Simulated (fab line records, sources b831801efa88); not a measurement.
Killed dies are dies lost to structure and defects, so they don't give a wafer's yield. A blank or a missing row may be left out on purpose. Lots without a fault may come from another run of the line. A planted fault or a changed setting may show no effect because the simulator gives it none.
Problem report in the 8D (eight disciplines) form, filled by code | flow sfq_line | the parts of the form that need people (team, actions taken, sign-off) are left out

1. THE PROBLEM
R5_MONX_RS at SFQ_R5_RS_MEAS_933 reads a mean of 6.58 ohm/sq on 6 wafers of 2 lots; wafers without a fault read 7.01 ohm/sq with a standard deviation of 0.067. That is -6.5 standard deviations from the usual mean.
The step: measures by four-point-probe.
First seen on wafer L197.1, day 58 11:56, on film_metro-02. The record holds 42 wafers of 14 lots with a number at this step. Rule for "out", or "out of limits": more than 4 standard deviations from the usual mean. The other wafers with a number count as sound.

2. WHAT IT IS AND WHAT IT IS NOT
question                    | is                     | is not
which readings at this step | R5_MONX_RS             | -
which lots                  | L197, L201             | L185, L186, L187, L188, L189, L190, L191, L192, L198, L199, L205, L207
which wafers of those lots  | all that have a number | -
read on which gauges        | film_metro-02          | film_metro-03
when                        | from day 58 11:56      | up to then (24 sound wafers); but 12 sound wafers of L198, L199, L205, L207 came after

3. SUSPECTS, AND WHAT RULES EACH OUT
Counting: a tool at a process step up to the reading stays a suspect if it ran every lot that is out and no sound lot after the first of them.
- the gauge at SFQ_R5_RS_MEAS_933: ruled out. All the wafers that are out were read on film_metro-02, but those of them that SFQ_TRILAYER_R5_DEP_SPUTTER_133 has rows for are out there too, on other tools.
- rie_metal-03 at SFQ_TRILAYER_M5_ETCH_METAL_ETCH_126 (etches Nb in Cl2/BCl3, stops on SiO2, time 203.2 s, target depth 265 nm): ruled out as a lasting fault. Sound lots L198 ran on it after its first lot that is out, L197 (day 58 01:52).
- pecvd-03 at SFQ_TRILAYER_A5B_DEP_PECVD_129 (deposits SiO2 from SiH4/N2O, time 133.33 s, target thk 600 nm): ruled out as a lasting fault. Sound lots L199 ran on it after its first lot that is out, L197 (day 58 02:50).
- pvd_sputter-03 at SFQ_TRILAYER_R5_DEP_SPUTTER_133 (material MoNx, target thk 40 nm, time 66.7 s): kept. It ran every lot that is out, first L197 (day 58 11:51), and no sound lot after that; its last sound lot up to then is L191 (day 57 17:51). Its own readings are out on those wafers: cathode_dc_power_W.
Left after counting: pvd_sputter-03 at SFQ_TRILAYER_R5_DEP_SPUTTER_133.

4. THE CAUSE (what the simulator had put in)
Process parameter drift: pvd_sputter-03, from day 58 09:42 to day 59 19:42, at SFQ_TRILAYER_R5_DEP_SPUTTER_133. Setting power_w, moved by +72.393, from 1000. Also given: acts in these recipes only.
Counting left only this tool.

5. THE CHAIN OF EFFECTS, in route order
Each row: a reading whose mean over the struck wafers that have a number lies more than 3 standard deviations from the usual. Only readings for which the record gives a usual standard deviation are gone through. hours: the time from each lot's start at the first step in this table that gives one to its start at this step, as a median over the lots. sigmas: the change in usual standard deviations.
hours | step                            | reading            | usual       | on struck wafers | change | sigmas
0     | SFQ_TRILAYER_R5_DEP_SPUTTER_133 | cathode_dc_power_W | 999.98 W    | 1072.37          | +72.39 | +99 or more
0     | SFQ_R5_RS_MEAS_933              | R5_MONX_RS         | 7.01 ohm/sq | 6.58             | -0.43  | -6.5
0     | SFQ_R5_THK_MEAS_934             | R5_MONX_THK        | 40.4 nm     | 43.4             | +3.0   | +7.6
The process steps in it:
- SFQ_TRILAYER_R5_DEP_SPUTTER_133: material MoNx, target thk 40 nm, time 66.7 s.

6. WHAT WOULD HAVE CAUGHT IT SOONER
In this record the first reading out of limits at a measuring or inspecting step was taken at day 58 11:56, 2 hours after the fault began at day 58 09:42.
The tool's own readings at SFQ_TRILAYER_R5_DEP_SPUTTER_133 were out on every struck wafer that the step has a row for (cathode_dc_power_W): an alarm limit on them would have fired on the first of those.
Of the lots that are out (2), L201 began SFQ_TRILAYER_R5_DEP_SPUTTER_133 on pvd_sputter-03 after day 58 11:56. A hold on the tool at that time would have spared it.
